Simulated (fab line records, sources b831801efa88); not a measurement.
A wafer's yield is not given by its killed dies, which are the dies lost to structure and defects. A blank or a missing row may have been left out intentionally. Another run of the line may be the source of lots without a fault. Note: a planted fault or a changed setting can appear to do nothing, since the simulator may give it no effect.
Which tool was responsible? ; flow sky130 ; 6 lots (18 wafers sampled), 1 step of a 708-step route

== WHAT THE GAUGES SHOWED, per wafer ==
SKY_CONTACT_CD_MEAS_14: target cd 170 nm.
lot;measured;on;cdNm (nm)
L800;day 32 23:20;cdSem-01;168.0 168.9 170.0
L808;day 34 15:13;cdSem-01;168.0 168.2 167.1
L810;day 35 03:59;cdSem-02;171.0 170.8 169.7
L818;day 37 14:35;cdSem-02;168.2 167.5 167.9
L820;day 39 00:33;cdSem-02;168.6 169.9 170.3
L822;day 39 03:33;cdSem-02;169.8 169.3 168.6

== WHICH TOOL RAN EACH LOT (tool, then ch and the chambers of the sampled wafers, then the start) ==
There is no process step in the record ahead of these readings.

== THE ANSWER, worked out from the rows above alone ==
Rule: the usual values come from the lots themselves. Put in order of their means at a reading, lots are off if they are a third of the lots or fewer, leave a main group of 4 or more, and stand apart from it by a gap of 3 or more times the standard deviation of the main group's means; of several such gaps the widest counts. A main group whose means are all the same, to the digits that the tables above print for the reading, isn't used. Also off: a lot with no number at a reading for which 4 or more lots have one. Where the step has rows for the other lots, those lots are counted as sound.
Across all readings shown, no lot is off: no conclusion can be drawn from this.

== WHAT THE SIMULATOR PUT IN ==
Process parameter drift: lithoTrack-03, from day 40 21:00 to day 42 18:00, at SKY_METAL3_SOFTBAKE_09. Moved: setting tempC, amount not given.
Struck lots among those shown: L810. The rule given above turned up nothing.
